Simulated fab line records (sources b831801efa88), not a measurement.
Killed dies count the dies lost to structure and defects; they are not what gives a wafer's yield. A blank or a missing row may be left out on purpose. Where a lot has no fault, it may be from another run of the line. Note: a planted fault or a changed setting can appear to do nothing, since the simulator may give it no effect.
A struck lot beside a sound one	flow sky130	43 out of 708 route steps
Sound: these wafers, L259.1, L259.3, L259.4. Struck: wafers L272.4, L272.5. (L272.6 of the same lot was not struck and is left out.) The cause comes at the end.
Each step with rows lists, per side, the tool, then ch with its chambers, then its first start. Under that, the readings that differ: sound wafers	struck wafers	difference of the means	sigmas: that difference in standard deviations of wafers without a fault.
alike: words and numbers the same on both sides, and readings whose means are apart by under 2 such deviations; not compared: readings that were withheld, readings missing a value for some wafer, numbers with overlapping values and no deviation given by the record, and bounds like >300 which may hide the same value.
Wherever a step has rows on one side only, a row that says differs or no value, or a row with sigmas, the two part there. Non-overlapping numbers with no deviation appear without sigmas and do not part them. A reading that every wafer of one side lacks parts them only if that side has two wafers or more.

first, 7 steps without rows for these wafers: SKY_METAL3_HMDS_06 (prime time 60 s); SKY_METAL3_COAT_07 (resist thk 60 nm); SKY_METAL3_COAT_08 (resist thk 1140 nm); SKY_METAL3_SOFTBAKE_09 (time 90 s); SKY_METAL3_EXPOSE_10 (exposes mask MM3, target cd 300 nm); SKY_METAL3_PEB_11; SKY_METAL3_DEVELOP_12 (develop time 60 s).
SKY_METAL3_CD_MEAS_13 targets a cd of 300 nm.
  sound on cd sem-01, day 39 20:33; struck on cd sem-02, day 43 08:34
  alike: cd nm
SKY_METAL3_OVL_MEAS_14:
  sound on overlay-01, day 39 20:40; struck on overlay-01, day 43 08:38
  alike: METAL3_OVL
then, 3 steps without rows for these wafers: SKY_METAL3_DESCUM_15 (chemistry O2, time 8 s); SKY_METAL3_ETCH_16 (etches BARC in N2/H2, stops on SiO2, time 88.2 s, target depth 60 nm); SKY_METAL3_ETCH_17 (etches SiO2 in C4F8/O2/Ar, stops on TiN, time 3.9 s, target depth 15 nm).
SKY_METAL3_METAL_ETCH_18: etches the open film in Cl2/BCl3, stops on SiO2, target depth 845 nm, time 183.1 s.
  sound on rie metal-04 ch 0,1, day 39 20:51; struck on rie metal-03 ch 1, day 43 08:52
  alike: drypump motor current A, oes product au, rf fwd power W, throttle valve pct
  not compared: rf hours counter h
SKY_METAL3_STRIP_19: strips in O2/N2.
  sound on plasma asher-04 ch 0,1, day 39 21:02; struck on plasma asher-03 ch 0, day 43 09:01
  alike: drypump motor current A, oes product au, strip time to endpoint s
  not compared: rf hours counter h
then, 4 steps without rows for these wafers: SKY_METAL3_STRIP_20 (strips in post etch residue remover, time 1200 s); SKY_METAL3_CLEAN_21 (cleans in IPA, time 180 s); SKY_METAL3_CLEAN_22 (cleans in O3/DIW); SKY_VIA3_HDPCVD_00 (deposits SiO2, target thk 1635 nm, time 272.5 s).
SKY_VIA3_THK_MEAS_01:
  sound on film metro-03, day 39 21:53; struck on film metro-01, day 43 09:57
reading	sound	struck	difference	sigmas
VIA3_HDPCVD_THK (nm)	1644 1600 1608	1659 1681	+53	+3
SKY_VIA3_CMP_02: polishes SiO2.
  sound on cmp-02 ch 0,1,3, day 39 22:10; struck on cmp-02 ch 1,2, day 43 09:59
  alike: motor current A, slurry flow ml min
SKY_VIA3_BOW_MEAS_03:
  sound on film metro-01, day 39 22:28; struck on film metro-02, day 43 10:20
  alike: VIA3_BOW
then, 8 steps without rows for these wafers: SKY_VIA3_DEHYDRATE_04 (time 60 s); SKY_VIA3_HMDS_05 (prime time 60 s); SKY_VIA3_COAT_06 (resist thk 60 nm); SKY_VIA3_COAT_07 (resist thk 450 nm); SKY_VIA3_SOFTBAKE_08 (time 90 s); SKY_VIA3_EXPOSE_09 (exposes mask VIM3, target cd 200 nm); SKY_VIA3_PEB_10; SKY_VIA3_DEVELOP_11 (develop time 60 s).
SKY_VIA3_CD_MEAS_12 targets a cd of 200 nm.
  sound on cd sem-01, day 40 22:40; struck on cd sem-01, day 44 09:14
  alike: cd nm
SKY_VIA3_OVL_MEAS_13:
  sound on overlay-01, day 40 22:47; struck on overlay-02, day 44 09:19
reading	sound	struck	difference	sigmas
VIA3_OVL (nm)	11 10 1	-6 -4	-12	-2
then, 1 step without rows for these wafers: SKY_VIA3_ETCH_14 (etches BARC in N2/H2, stops on SiO2, time 45.9 s, target depth 60 nm).
SKY_VIA3_ETCH_15: etches SiO2 in C4F8/O2/Ar, stops on TiN, target depth 507 nm, time 78 s.
  sound on rie diel-01 ch 0,2,3, day 40 22:52; struck on rie diel-03 ch 0,3, day 44 09:23
  alike: oes product au, rf fwd power W
  not compared: rf hours counter h
SKY_VIA3_STRIP_16: strips in O2/N2.
  sound on plasma asher-04 ch 0,1, day 40 22:55; struck on plasma asher-04 ch 1, day 44 09:28
  alike: drypump motor current A, oes product au, strip time to endpoint s
  not compared: rf hours counter h
then, 4 steps without rows for these wafers: SKY_VIA3_STRIP_17 (strips in post etch residue remover, time 1200 s); SKY_VIA3_CLEAN_18 (cleans in IPA, time 180 s); SKY_VIA3_CLEAN_19 (cleans in O3/DIW); SKY_VIA3_SPUTTER_20 (material TiN, target thk 20 nm, time 80 s).
SKY_VIA3_CVD_21: deposits W, target thk 390 nm, time 117.31 s.
  sound on cvd w-01 ch 0, day 40 23:34; struck on cvd w-02 ch 1, day 44 10:08
reading	sound	struck	difference	sigmas
heater power w (W)	643 646 661	876 903	+240	+3
  alike: susceptor temp C
SKY_VIA3_RS_MEAS_22: measures by four-point-probe.
  sound on film metro-02, day 40 23:49; struck on film metro-02, day 44 10:17
  alike: VIA3_W_RS
SKY_VIA3_THK_MEAS_23: measures by xrf.
  sound on film metro-02, day 40 23:56; struck on film metro-02, day 44 10:22
  alike: VIA3_W_THK
then, 1 step without rows for these wafers: SKY_VIA3_CMP_24 (polishes, stops on SiO2, t overpolish 20 s, target thk 0 nm).
-- the record jumps here: 5 days lie between the struck wafers' starts before and after (it left off in module VIA3 and takes up again in module PAD_OPEN, whose first step shown is number 708 of the route) --
SKY_PAD_OPEN_PROBE_99:
  sound on prober-01, day 46 22:08; struck on prober-02, day 49 18:41
reading	sound	struck	difference	sigmas
defect limited yield (%)	85.0 83.9 82.3	77.4 74.6	-7.7	-4
killed_at_M0_to_M3	48 42 46	71 78	+29	+4
killed dies	74 79 87	111 125	+38	+4
sort_bin_3_pad_short (%)	0.6 1.0 0.6	3.0 3.0	+2.3	+5
sort_bin_5_function (%)	8.1 10.6 11.4	13.6 16.7	+5.1	+3
sort n pass	418 413 405	381 367	-38	-4
sort yield pct (%)	85.0 83.9 82.3	77.4 74.6	-7.7	-4
model.etest.tester.sort n pass	418 413 405	381 367	-38	
model.etest.tester.sort yield pct (%)	84.96 83.94 82.32	77.44 74.59	-7.72	
model.etest.tester.sort_bin_5_pct (%)	8.13 10.57 11.38	13.62 16.67	+5.12	
model.etest.tester.sort_bin_3_pct (%)	0.6098 1.016 0.6098	3.049 3.049	+2.304	
  alike: killed_at_M4_up, killed at contacts, killed at front end, killed at other, killed open, killed short, sort_bin_6_memory

== WHERE THEY PART ==
Earliest at SKY_VIA3_THK_MEAS_01; latest, in this record, at SKY_PAD_OPEN_PROBE_99.

WHY: the cause the simulator had injected
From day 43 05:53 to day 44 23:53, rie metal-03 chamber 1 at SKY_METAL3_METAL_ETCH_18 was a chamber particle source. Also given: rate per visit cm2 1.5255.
